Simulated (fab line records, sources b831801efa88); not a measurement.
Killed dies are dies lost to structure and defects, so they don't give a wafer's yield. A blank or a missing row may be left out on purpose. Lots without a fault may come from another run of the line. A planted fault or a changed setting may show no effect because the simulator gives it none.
Chamber matching | flow sky130 | SKY_VIA2_ETCH_14 on rie_diel-04: 4 sister chambers
The step etches BARC in N2/H2, stops on SiO2, time 45.9 s, target depth 60 nm. 8 wafers are shown with their chamber, then 7 later ones without.

WAFERS WITH THEIR CHAMBER
wafer  | chamber | drypump_motor_current_A (A) | chamber_pressure_mTorr (mTorr)
L075.1 | 0       | 4.9                         | 29.99
L079.1 | 0       | 4.8                         | 30.03
L079.5 | 1       | 5.6                         | 29.98
L078.5 | 1       | 5.6                         | 29.97
L083.1 | 2       | 6.4                         | 30.01
L083.5 | 3       | 5.3                         | 30.02
L092.2 | 3       | 5.3                         | 30.00
L092.4 | 2       | 6.4                         | 30.00

WAFERS WITHOUT THEIR CHAMBER
wafer  | drypump_motor_current_A (A) | chamber_pressure_mTorr (mTorr)
L092.5 | 6.4                         | 30.03
L095.1 | 6.4                         | 29.99
L095.3 | 4.8                         | 29.99
L095.5 | 6.4                         | 29.96
L097.1 | 5.3                         | 29.99
L097.3 | 4.9                         | 29.94
L097.4 | 4.9                         | 29.99

WHICH CHAMBER EACH WENT THROUGH
wafer  | from the rows above | in truth
L092.5 | 2                   | 2
L095.1 | 2                   | 2
L095.3 | 0                   | 0
L095.5 | 2                   | 2
L097.1 | 3                   | 3
L097.3 | 0                   | 0
L097.4 | 0                   | 0
Placed correctly: 7 of 7. Can't be placed from these rows: 0. Placed wrongly: 0.
How it was worked out, from the rows above alone: a wafer's distance from a chamber is the root of the sum, over the readings, of the square of ((its reading less the chamber's mean) divided by the reading's scatter). The wafer belongs to the nearest chamber; if the next one is less than 2 further off, it can't be placed. A chamber's mean is the mean of its shown wafers. The scatter: the root of (the sum of the squares of (reading less its chamber's mean) over the shown wafers, divided by (wafers less chambers)).
